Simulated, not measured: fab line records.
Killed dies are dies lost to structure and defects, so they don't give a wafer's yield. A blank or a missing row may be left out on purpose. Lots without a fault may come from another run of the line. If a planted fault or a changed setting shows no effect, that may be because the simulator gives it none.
Problem report in the 8D (eight disciplines) form, filled by code	flow gf180mcu	the parts of the form that need people (team, actions taken, sign-off) are left out

== 1. WHAT IS WRONG ==
Mean of runLengthS at GF_STI_ETCH_14: 136.1 s across 6 wafers in 2 lots; on wafers with no fault it is 131.2 s (standard deviation 0.39). Measured from the usual mean, that is +12 standard deviations.
The step: etches Si in HBr/Cl2/O2, target depth 360 nm, time 102.9 s.
First seen on wafer L473.2, day 4 21:53, on rieSi-01. Wafers with a number at this step in the record: 42, from 14 lots. By rule, "out" or "out of limits" means more than 4 standard deviations away from the usual mean. The rest of the wafers with a number are treated as sound.

== 2. WHAT IT IS, WHAT IT ISN'T ==
question	is	is not
which readings at this step	runLengthS	drypumpMotorCurrentA, heBacksideLeakSccm, oesProductAu, throttleValvePct
which lots	L473, L476	L460, L461, L462, L463, L464, L466, L469, L470, L477, L478, L481, L483
which wafers of those lots	all that have a number	-
read on which tools	rieSi-01	rieSi-02
when	from day 4 21:53	up to then (24 sound wafers); but 12 sound wafers of L477, L478, L481, L483 came after

== 3. THE SUSPECTS, EACH WITH WHAT RULES IT OUT ==
Counting: any tool at a process step up to the reading is kept as a suspect provided that every lot that is out went through it and no sound lot did after the first of them.
- rieSi-01 at GF_STI_ETCH_14 (etches Si in HBr/Cl2/O2, target depth 360 nm, time 102.9 s): kept. Every lot that is out went through it, starting with L473 (day 4 21:53), and after that it ran no sound lot; the last sound lot it ran before then is L466 (day 3 09:01). On those wafers its own readings are out: runLengthS.
The count leaves rieSi-01 at GF_STI_ETCH_14.

== 4. THE CAUSE (what the simulator had put in) ==
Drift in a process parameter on rieSi-01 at GF_STI_ETCH_14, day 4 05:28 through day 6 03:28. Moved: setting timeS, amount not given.
Only this tool survived the counting.

== 5. THE CHAIN OF EFFECTS, in route order ==
Each row: a reading where the mean over the struck wafers with a number is more than 3 standard deviations away from the usual. Readings are gone through only where the record gives a usual standard deviation; hours: the median, over the lots, of the time from a lot's start at the first step in this table giving one to that lot's start at this step; sigmas: the change measured in usual standard deviations.
hours	step	reading	usual	on struck wafers	change	sigmas
0	GF_STI_ETCH_14	runLengthS	131.2 s	136.1	+4.9	+12
Process steps it contains:
- GF_STI_ETCH_14: etches Si in HBr/Cl2/O2, target depth 360 nm, time 102.9 s.
Later steps that measure or inspect, where all struck wafers having a row at the step show a number for every such reading and not one has moved that far: GF_M4_RS_MEAS_05.

== 6. WHAT WOULD HAVE CAUGHT IT SOONER ==
The fault began at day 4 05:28; the first out-of-limits reading in this record came at day 4 21:53, 16 hours later.
